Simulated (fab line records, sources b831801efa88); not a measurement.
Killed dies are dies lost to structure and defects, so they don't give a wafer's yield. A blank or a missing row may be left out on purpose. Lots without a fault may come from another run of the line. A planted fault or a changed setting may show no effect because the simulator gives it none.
Chamber matching | flow sky130 | SKY_VIA1_CMP_02 on cmp-02: 4 sister chambers
The step polishes SiO2. 16 wafers are shown with their chamber, then 8 later ones without.

WAFERS WITH THEIR CHAMBER
wafer  | chamber | motor_current_A (A)
L913.2 | 0       | 13.1
L913.4 | 3       | 11.8
L913.5 | 2       | 9.7
L914.1 | 0       | 13.5
L914.3 | 1       | 11.6
L914.5 | 2       | 9.9
L915.2 | 0       | 13.3
L915.4 | 1       | 12.1
L915.5 | 0       | 13.1
L918.2 | 1       | 11.3
L918.4 | 3       | 11.5
L918.6 | 1       | 11.3
L920.2 | 3       | 10.7
L920.4 | 2       | 10.1
L920.5 | 3       | 11.9
L922.3 | 0       | 12.9

SIGNATURES (means of the wafers above)
reading         | chamber 0 | chamber 1 | chamber 2 | chamber 3 | scatter within a chamber
motor_current_A | 13.180    | 11.575    | 9.900     | 11.475    | 0.365
Rule: a wafer's distance from a chamber is the root of the sum, over the readings, of the square of ((its reading less the chamber's mean) divided by the reading's scatter). The wafer belongs to the nearest chamber; if the next one is less than 2 further off, it can't be placed. The scatter: the root of (the sum of the squares of (reading less its chamber's mean) over the shown wafers, divided by (wafers less chambers)).

WAFERS WITHOUT THEIR CHAMBER
wafer  | motor_current_A (A)
L922.5 | 11.7
L922.6 | 13.2
L930.1 | 13.4
L930.3 | 9.6
L930.5 | 11.9
L934.1 | 10.1
L934.2 | 11.3
L934.6 | 9.8

WHICH CHAMBER EACH WENT THROUGH
wafer  | from the rows above     | in truth
L922.5 | can't be placed: 1 or 3 | 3
L922.6 | 0                       | 0
L930.1 | 0                       | 0
L930.3 | 2                       | 2
L930.5 | can't be placed: 1 or 3 | 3
L934.1 | 2                       | 2
L934.2 | can't be placed: 3 or 1 | 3
L934.6 | 2                       | 2
Placed correctly: 5 of 8. Can't be placed from these rows: 3 (the true chamber is among the candidates in 3). Placed wrongly: 0.
